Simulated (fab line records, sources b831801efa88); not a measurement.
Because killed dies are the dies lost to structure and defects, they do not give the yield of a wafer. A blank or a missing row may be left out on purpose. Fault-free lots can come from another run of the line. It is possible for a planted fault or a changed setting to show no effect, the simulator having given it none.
Which tool is to blame? :: flow sfq-line :: 42 wafers from 14 lots sampled at 2 of the route's 325 steps

WHAT THE GAUGES READ, wafer by wafer
The record lacks any reading of a measuring or inspecting step that a usual standard deviation could be used to judge.

WHAT TOOL EACH LOT RAN ON (gives the tool, then ch and the chambers of the sampled wafers, and finally the start)
lot: L132
SFQ_TRILAYER_A5C_DEP_PECVD_142: pecvd-02 ch 0,1, day 50 16:29
SFQ_TRILAYER_C5_ETCH_VIA_ETCH_154: rie-diel-02 ch 1,2,3, day 55 12:41

lot: L133
SFQ_TRILAYER_A5C_DEP_PECVD_142: pecvd-04 ch 1,2, day 51 02:11
SFQ_TRILAYER_C5_ETCH_VIA_ETCH_154: rie-diel-02 ch 0,2,3, day 55 22:17

lot: L134
SFQ_TRILAYER_A5C_DEP_PECVD_142: pecvd-02 ch 0,1,2, day 51 09:23
SFQ_TRILAYER_C5_ETCH_VIA_ETCH_154: rie-diel-03 ch 0,1,3, day 56 05:29

lot: L136
SFQ_TRILAYER_A5C_DEP_PECVD_142: pecvd-01 ch 0,1,2, day 52 18:47
SFQ_TRILAYER_C5_ETCH_VIA_ETCH_154: rie-diel-02 ch 0,2, day 57 06:25

lot: L138
SFQ_TRILAYER_A5C_DEP_PECVD_142: pecvd-04 ch 0,1, day 53 21:11
SFQ_TRILAYER_C5_ETCH_VIA_ETCH_154: rie-diel-01 ch 0,1,3, day 58 11:26

lot: L141
SFQ_TRILAYER_A5C_DEP_PECVD_142: pecvd-01 ch 0,1,2, day 54 23:08
SFQ_TRILAYER_C5_ETCH_VIA_ETCH_154: rie-diel-03 ch 1,3, day 59 08:50

lot: L143
SFQ_TRILAYER_A5C_DEP_PECVD_142: pecvd-01 ch 0,2, day 55 09:56
SFQ_TRILAYER_C5_ETCH_VIA_ETCH_154: rie-diel-03 ch 2,3, day 59 18:26

lot: L148
SFQ_TRILAYER_A5C_DEP_PECVD_142: pecvd-02 ch 0,1,2, day 56 15:48
SFQ_TRILAYER_C5_ETCH_VIA_ETCH_154: rie-diel-03 ch 1,2,3, day 60 23:14

lot: L149
SFQ_TRILAYER_A5C_DEP_PECVD_142: pecvd-02 ch 0,1, day 56 20:17
SFQ_TRILAYER_C5_ETCH_VIA_ETCH_154: rie-diel-01 ch 1,2,3, day 61 04:47

lot: L150
SFQ_TRILAYER_A5C_DEP_PECVD_142: pecvd-04 ch 0,2, day 57 09:29
SFQ_TRILAYER_C5_ETCH_VIA_ETCH_154: rie-diel-02 ch 0,1, day 61 15:35

lot: L151
SFQ_TRILAYER_A5C_DEP_PECVD_142: pecvd-01 ch 0,2, day 57 14:17
SFQ_TRILAYER_C5_ETCH_VIA_ETCH_154: rie-diel-02 ch 0,1,3, day 61 20:23

lot: L152
SFQ_TRILAYER_A5C_DEP_PECVD_142: pecvd-01 ch 0,1, day 57 16:41
SFQ_TRILAYER_C5_ETCH_VIA_ETCH_154: rie-diel-01 ch 1,2,3, day 61 22:47

lot: L153
SFQ_TRILAYER_A5C_DEP_PECVD_142: pecvd-04 ch 0,1, day 57 20:17
SFQ_TRILAYER_C5_ETCH_VIA_ETCH_154: rie-diel-01 ch 0,1, day 62 03:35

lot: L154
SFQ_TRILAYER_A5C_DEP_PECVD_142: pecvd-04 ch 0,1,2, day 58 04:47
SFQ_TRILAYER_C5_ETCH_VIA_ETCH_154: rie-diel-01 ch 0,2,3, day 62 11:59
- SFQ_TRILAYER_A5C_DEP_PECVD_142: deposits SiO2 from SiH4/N2O, time 15.556 s, target thk 70 nm.
- SFQ_TRILAYER_C5_ETCH_VIA_ETCH_154: etches SiO2 in CHF3, stops on Nb, target depth 84 nm.

AS READ BY THE TOOLS THEMSELVES (means over the sampled wafers that have a number; for cases with no such wafer, the mark the record gives instead)
SFQ_TRILAYER_A5C_DEP_PECVD_142. Usual: heater-power-w 78 W, standard deviation 14; throttle-valve-pct 25.2 %, standard deviation 1.4.
lot: L132
tool: pecvd-02
heater-power-w (W): 56
throttle-valve-pct (%): 24.9
flag: 

lot: L133
tool: pecvd-04
heater-power-w (W): 77
throttle-valve-pct (%): 23.8
flag: 

lot: L134
tool: pecvd-02
heater-power-w (W): 63
throttle-valve-pct (%): 25.2
flag: 

lot: L136
tool: pecvd-01
heater-power-w (W): 82
throttle-valve-pct (%): 26.4
flag: 

lot: L138
tool: pecvd-04
heater-power-w (W): 76
throttle-valve-pct (%): 24.9
flag: 

lot: L141
tool: pecvd-01
heater-power-w (W): 79
throttle-valve-pct (%): 26.1
flag: 

lot: L143
tool: pecvd-01
heater-power-w (W): 70
throttle-valve-pct (%): 27.0
flag: 

lot: L148
tool: pecvd-02
heater-power-w (W): 59
throttle-valve-pct (%): 25.3
flag: 

lot: L149
tool: pecvd-02
heater-power-w (W): 64
throttle-valve-pct (%): 25.5
flag: 

lot: L150
tool: pecvd-04
heater-power-w (W): 86
throttle-valve-pct (%): 25.9
flag: 

lot: L151
tool: pecvd-01
heater-power-w (W): 87
throttle-valve-pct (%): 22.8
flag: 

lot: L152
tool: pecvd-01
heater-power-w (W): 89
throttle-valve-pct (%): 23.0
flag: 

lot: L153
tool: pecvd-04
heater-power-w (W): 71
throttle-valve-pct (%): 24.3
flag: 

lot: L154
tool: pecvd-04
heater-power-w (W): 86
throttle-valve-pct (%): 25.0
flag: 

SFQ_TRILAYER_C5_ETCH_VIA_ETCH_154. Usual: drypump-motor-current-A 5.9 A, standard deviation 0.54; oes-product-au 0.897 a.u., standard deviation 0.0095.
lot: L132
tool: rie-diel-02
drypump-motor-current-A (A): 6.0
oes-product-au (a.u.): 0.884
flag: 

lot: L133
tool: rie-diel-02
drypump-motor-current-A (A): 6.1
oes-product-au (a.u.): 0.901
flag: 

lot: L134
tool: rie-diel-03
drypump-motor-current-A (A): 5.9
oes-product-au (a.u.): 0.888
flag: 

lot: L136
tool: rie-diel-02
drypump-motor-current-A (A): 5.7
oes-product-au (a.u.): 0.901
flag: 

lot: L138
tool: rie-diel-01
drypump-motor-current-A (A): 5.6
oes-product-au (a.u.): 0.904
flag: 

lot: L141
tool: rie-diel-03
drypump-motor-current-A (A): 5.8
oes-product-au (a.u.): 0.899
flag: 

lot: L143
tool: rie-diel-03
drypump-motor-current-A (A): 5.8
oes-product-au (a.u.): 0.901
flag: 

lot: L148
tool: rie-diel-03
drypump-motor-current-A (A): 5.8
oes-product-au (a.u.): 0.924
flag: 

lot: L149
tool: rie-diel-01
drypump-motor-current-A (A): 6.1
oes-product-au (a.u.): 0.919
flag: 

lot: L150
tool: rie-diel-02
drypump-motor-current-A (A): 5.6
oes-product-au (a.u.): 0.892
flag: 

lot: L151
tool: rie-diel-02
drypump-motor-current-A (A): 5.9
oes-product-au (a.u.): 0.895
flag: 

lot: L152
tool: rie-diel-01
drypump-motor-current-A (A): 6.1
oes-product-au (a.u.): 0.883
flag: 

lot: L153
tool: rie-diel-01
drypump-motor-current-A (A): 5.3
oes-product-au (a.u.): 0.898
flag: 

lot: L154
tool: rie-diel-01
drypump-motor-current-A (A): 5.7
oes-product-au (a.u.): 0.896
flag: 

THE ANSWER, worked out from the rows above alone
Rule: lot off if the mean of its wafers having a number is beyond 3 standard deviations from the usual mean. A lot without any number at a reading at which 4 lots or more have one is off too. The other lots that the step has rows for count as sound. Order of review: gauges by route order, followed by the tools' own readings, for which a lot's mean as printed above is used. The first step at which some lot is off is used, and at that step the reading that is off furthest; a lot without a number counts as furthest.
No lot is off at any reading shown: from this, nothing can be told.

WHAT THE SIMULATOR HAD PUT IN
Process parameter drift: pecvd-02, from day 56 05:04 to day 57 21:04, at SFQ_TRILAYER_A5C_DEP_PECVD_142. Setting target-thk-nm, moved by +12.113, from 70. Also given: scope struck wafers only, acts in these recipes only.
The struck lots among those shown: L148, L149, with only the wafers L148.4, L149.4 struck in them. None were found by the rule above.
